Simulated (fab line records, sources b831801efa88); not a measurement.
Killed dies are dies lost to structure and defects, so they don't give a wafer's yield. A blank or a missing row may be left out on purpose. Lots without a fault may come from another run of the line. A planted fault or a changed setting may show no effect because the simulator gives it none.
Which tool did it? | flow gf180mcu | 12 lots, 36 wafers sampled, at 6 steps of a route of 602

WHAT THE GAUGES READ, wafer by wafer
GF_LVPWELL_OVL_MEAS_07.
lot  | measured    | on         | LVPWELL_OVL (nm)
L938 | day 4 01:02 | overlay-02 | -0.1 -2.7 -1.7
L939 | day 4 07:49 | overlay-02 | -1.6 -1.0 -0.5
L940 | day 4 13:11 | overlay-01 | -0.4 -1.3 0.3
L941 | day 4 18:11 | overlay-01 | -1.2 -1.5 -0.2
L942 | day 4 23:56 | overlay-01 | -0.8 -0.4 -1.5
L943 | day 5 07:23 | overlay-02 | -0.6 0.2 0.5
L944 | day 5 11:47 | overlay-02 | 0.1 0.0 0.4
L945 | day 5 16:23 | overlay-01 | -0.5 -0.9 -0.4
L946 | day 6 00:02 | overlay-02 | -1.0 -1.8 0.0
L948 | day 6 11:56 | overlay-01 | -2.2 -2.2 -1.5
L949 | day 6 17:37 | overlay-02 | -0.5 -0.9 0.0
L954 | day 7 21:43 | overlay-02 | -0.6 -1.1 -1.3

GF_MVSD_TW_MEAS_11.
lot  | measured    | on            | MVSD_TW
L938 | day 4 15:25 | film_metro-03 | 1623 1613 1626
L939 | day 4 22:01 | film_metro-03 | 1630 1632 1624
L940 | day 5 04:11 | film_metro-03 | 1619 1628 1628
L941 | day 5 09:04 | film_metro-02 | 1575 1575 1577
L942 | day 5 15:27 | film_metro-02 | 1572 1566 1571
L943 | day 5 23:04 | film_metro-04 | 1564 1568 1568
L944 | day 6 02:32 | film_metro-02 | 1565 1569 1570
L945 | day 6 07:28 | film_metro-03 | 1630 1629 1621
L946 | day 6 16:31 | film_metro-02 | 1565 1562 1558
L948 | day 7 04:19 | film_metro-02 | 1575 1581 1567
L949 | day 7 09:48 | film_metro-03 | 1685 1680 1679
L954 | day 8 14:52 | film_metro-03 | 1691 1688 1685

GF_VT_IMPLANT_RS_MEAS_46: measures by four-point-probe.
lot  | measured     | on            | MVSD_RS (ohm/sq)
L938 | day 7 20:07  | film_metro-03 | 456.9 457.0 457.5
L939 | day 8 03:57  | film_metro-03 | 454.9 455.6 455.2
L940 | day 8 10:07  | film_metro-02 | 454.9 456.2 456.0
L941 | day 8 18:14  | film_metro-02 | 456.6 455.5 457.1
L942 | day 9 00:03  | film_metro-04 | 457.0 455.9 457.4
L943 | day 9 08:43  | film_metro-03 | 456.8 456.6 458.2
L944 | day 9 12:55  | film_metro-03 | 458.7 459.5 457.8
L945 | day 9 17:42  | film_metro-04 | 455.0 455.4 457.0
L946 | day 10 04:33 | film_metro-03 | 457.5 456.3 456.1
L948 | day 10 16:52 | film_metro-02 | 455.9 455.7 455.6
L949 | day 10 23:04 | film_metro-03 | 403.5 402.4 401.9 402.7 402.5 400.9
L954 | day 12 08:04 | film_metro-02 | 402.3 401.8 402.6 402.5 401.7 403.2

WHICH TOOL RAN EACH LOT (tool, then ch and the chambers of the sampled wafers, then the start)
lot  | GF_STI_STRIP_15                     | GF_LVPWELL_STRIP_10                 | GF_MVSD_IMPLANT_09
L938 | plasma_asher-04 ch 0,1, day 2 07:42 | plasma_asher-01 ch 0,1, day 4 01:22 | implanter-02 ch 0, day 4 15:10
L939 | plasma_asher-02 ch 0,1, day 2 11:57 | plasma_asher-04 ch 0,1, day 4 08:10 | implanter-02 ch 0, day 4 21:46
L940 | plasma_asher-02 ch 0,1, day 2 16:50 | plasma_asher-04 ch 0,1, day 4 13:31 | implanter-04 ch 0, day 5 03:56
L941 | plasma_asher-02 ch 0,1, day 2 21:46 | plasma_asher-03 ch 0,1, day 4 18:31 | implanter-03 ch 0, day 5 08:49
L942 | plasma_asher-02 ch 0,1, day 3 02:57 | plasma_asher-04 ch 0, day 5 00:16   | implanter-04 ch 0, day 5 15:13
L943 | plasma_asher-04 ch 0,1, day 3 09:33 | plasma_asher-03 ch 0,1, day 5 07:43 | implanter-03 ch 0, day 5 22:49
L944 | plasma_asher-03 ch 0,1, day 3 12:14 | plasma_asher-03 ch 0,1, day 5 12:08 | implanter-04 ch 0, day 6 02:19
L945 | plasma_asher-03 ch 0,1, day 3 18:37 | plasma_asher-01 ch 0,1, day 5 16:43 | implanter-04 ch 0, day 6 07:14
L946 | plasma_asher-04 ch 0,1, day 4 00:30 | plasma_asher-04 ch 0,1, day 6 00:22 | implanter-04 ch 0, day 6 16:17
L948 | plasma_asher-03 ch 0,1, day 4 10:03 | plasma_asher-04 ch 0,1, day 6 12:16 | implanter-03 ch 0, day 7 04:04
L949 | plasma_asher-02 ch 0,1, day 4 16:15 | plasma_asher-01 ch 0,1, day 6 17:58 | implanter-04 ch 0, day 7 09:13
L954 | plasma_asher-03 ch 0, day 5 18:06   | plasma_asher-03 ch 0,1, day 7 22:04 | implanter-04 ch 0, day 8 14:07
- GF_STI_STRIP_15: strips in O2/N2.
- GF_LVPWELL_STRIP_10: strips in O2/N2.
- GF_MVSD_IMPLANT_09

WHAT THE TOOLS THEMSELVES READ (means of the sampled wafers that have a number; where no wafer has one, the mark that the record gives instead)
GF_STI_STRIP_15.
lot  | tool            | drypump_motor_current_A (A) | heater_power_w (W) | n2_flow_sccm (sccm) | oes_product_au (a.u.) | strip_time_to_endpoint_s (s)
L938 | plasma_asher-04 | 5.2                         | 335                | 301.8               | 0.386                 | 3.71
L939 | plasma_asher-02 | 6.3                         | 356                | 300.3               | 0.384                 | 3.69
L940 | plasma_asher-02 | 6.2                         | 358                | 299.7               | 0.384                 | 3.72
L941 | plasma_asher-02 | 6.2                         | 349                | 299.9               | 0.376                 | 3.72
L942 | plasma_asher-02 | 6.0                         | 332                | 299.5               | 0.380                 | 3.73
L943 | plasma_asher-04 | 5.2                         | 330                | 299.9               | 0.382                 | 3.73
L944 | plasma_asher-03 | 4.9                         | 296                | 300.5               | 0.386                 | 3.72
L945 | plasma_asher-03 | 4.9                         | 292                | 300.4               | 0.385                 | 3.76
L946 | plasma_asher-04 | 5.2                         | 336                | 299.8               | 0.376                 | 3.67
L948 | plasma_asher-03 | 4.9                         | 297                | 299.6               | 0.384                 | 3.70
L949 | plasma_asher-02 | 6.2                         | 352                | 299.9               | 0.380                 | 3.70
L954 | plasma_asher-03 | 4.9                         | 291                | 299.9               | 0.378                 | 3.74

GF_LVPWELL_STRIP_10.
lot  | tool            | drypump_motor_current_A (A) | heater_power_w (W) | n2_flow_sccm (sccm) | oes_product_au (a.u.) | strip_time_to_endpoint_s (s)
L938 | plasma_asher-01 | 6.4                         | 337                | 300.9               | 0.720                 | 37.22
L939 | plasma_asher-04 | 5.2                         | 339                | 299.9               | 0.722                 | 37.17
L940 | plasma_asher-04 | 5.3                         | 324                | 300.6               | 0.723                 | 37.24
L941 | plasma_asher-03 | 4.9                         | 295                | 300.8               | 0.725                 | 37.25
L942 | plasma_asher-04 | 5.3                         | 328                | 300.1               | 0.724                 | 37.24
L943 | plasma_asher-03 | 4.9                         | 298                | 299.4               | 0.725                 | 37.33
L944 | plasma_asher-03 | 4.9                         | 295                | 299.8               | 0.718                 | 37.36
L945 | plasma_asher-01 | 6.4                         | 340                | 299.9               | 0.723                 | 37.29
L946 | plasma_asher-04 | 5.2                         | 343                | 301.3               | 0.725                 | 37.17
L948 | plasma_asher-04 | 5.2                         | 342                | 300.4               | 0.720                 | 37.13
L949 | plasma_asher-01 | 6.0                         | 365                | 299.6               | 0.718                 | 37.02
L954 | plasma_asher-03 | 4.9                         | 291                | 299.5               | 0.721                 | 37.18

THE ANSWER, worked out from the rows above alone
Rule: what is usual is taken from the lots themselves. Put in order of their means at a reading, lots are off if they are a third of the lots or fewer, leave a main group of 4 or more, and stand apart from it by a gap of 3 or more times the standard deviation of the main group's means; of several such gaps the widest counts. A main group whose means are all the same, to the digits that the tables above print for the reading, isn't used. A lot without any number at a reading at which 4 lots or more have one is off too. The other lots that the step has rows for count as sound. The gauges are gone through in route order, then the tools' own readings, and for those a lot's mean is taken as printed above. The first step at which some lot is off is used, and at that step the reading that is off furthest; a lot without a number counts as furthest.
Off: L949, L954, at GF_VT_IMPLANT_RS_MEAS_46 (MVSD_RS). The main group: mean 456.5 ohm/sq, standard deviation 0.95.
A tool fits if, at a process step before that reading, it ran every lot that is off, and no sound lot after the first of them. The gauges at GF_VT_IMPLANT_RS_MEAS_46 are tried like those tools. One fits: implanter-04 at GF_MVSD_IMPLANT_09. Its last sound lot is L946 (day 6 16:17), its first lot that is off L949 (day 7 09:13): a fault that began between those two fits.

WHAT THE SIMULATOR HAD PUT IN
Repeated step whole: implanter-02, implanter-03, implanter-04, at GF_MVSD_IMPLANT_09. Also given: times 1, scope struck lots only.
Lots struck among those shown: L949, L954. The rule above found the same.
